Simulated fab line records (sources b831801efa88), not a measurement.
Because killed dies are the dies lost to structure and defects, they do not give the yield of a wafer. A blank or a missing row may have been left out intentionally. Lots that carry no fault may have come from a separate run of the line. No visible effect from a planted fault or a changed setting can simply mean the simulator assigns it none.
One fault seen from 2 desks || flow sky130 || only its own numbers are on each desk; what lay behind them is given at the end

== TOOL OWNER'S DESK, implanter-03 ==
The tool's own readings at SKY_LDD_LDN_IMPLANT_11, given as means over the sampled wafers that have a number, one for each lot that went through this tool. A lot is out of limits, marked OUT, if its mean lies more than 4 standard deviations from the usual mean; the brackets give that distance.
Columns: A = beam_energy_keV at SKY_LDD_LDN_IMPLANT_11, usual 15.000
{"lot": "L907", "first seen here": "day 22 17:31", "A": 14.999}
{"lot": "L910", "first seen here": "day 24 05:11", "A": 14.996}
{"lot": "L915", "first seen here": "day 26 03:53", "A": 14.999}
{"lot": "L916", "first seen here": "day 26 11:56", "A": 14.997}
{"lot": "L919", "first seen here": "day 27 11:56", "A": "16.451 (+99 or more) OUT"}
{"lot": "L922", "first seen here": "day 28 10:38", "A": "16.455 (+99 or more) OUT"}
Finding of this desk: L919, L922 out of limits; the first was L919 at day 27 11:56, on beam_energy_keV at SKY_LDD_LDN_IMPLANT_11. In limits: L907, L910, L915, L916.

== METROLOGY DESK ==
What the gauges read for every lot (on any tool): the sampled wafers with a number, averaged. A lot is out of limits, marked OUT, if its mean lies more than 4 standard deviations from the usual mean; the brackets give that distance.
Columns: A = LDD_HVP_TW at SKY_LDD_HVP_TW_MEAS_10, usual 453.0
{"lot": "L907", "first seen here": "day 21 09:27", "A": 457.6}
{"lot": "L908", "first seen here": "day 22 01:31", "A": 450.9}
{"lot": "L910", "first seen here": "day 22 21:56", "A": 452.1}
{"lot": "L914", "first seen here": "day 24 11:05", "A": 453.3}
{"lot": "L915", "first seen here": "day 24 21:50", "A": 452.0}
{"lot": "L916", "first seen here": "day 25 06:25", "A": 456.4}
{"lot": "L917", "first seen here": "day 25 20:38", "A": 453.5}
{"lot": "L918", "first seen here": "day 25 23:12", "A": 447.9}
{"lot": "L919", "first seen here": "day 26 05:14", "A": 450.0}
{"lot": "L922", "first seen here": "day 27 05:49", "A": 453.6}
{"lot": "L923", "first seen here": "day 27 09:53", "A": 454.0}
{"lot": "L926", "first seen here": "day 28 12:38", "A": 454.5}
{"lot": "L927", "first seen here": "day 28 15:41", "A": 450.1}
Result from this desk: across the 13 lots, nothing is out of limits.

== ALL TOGETHER ==
At day 27 11:56, on L919, L922, the tool owner's desk was in a position to raise an alarm.
Nothing out of limits was seen by the metrology desk.
The metrology desk has L919, L922 on record, within its limits.
All the named lots went through SKY_LDD_LDN_IMPLANT_11 on implanter-03.

== WHAT THE SIMULATOR PUT IN ==
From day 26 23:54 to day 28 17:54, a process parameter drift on implanter-03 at SKY_LDD_LDN_IMPLANT_11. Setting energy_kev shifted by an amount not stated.
Lots struck among those shown: L919, L922.
Each desk's first reading out of limits, in hours after the fault started: the tool owner's desk, 12.
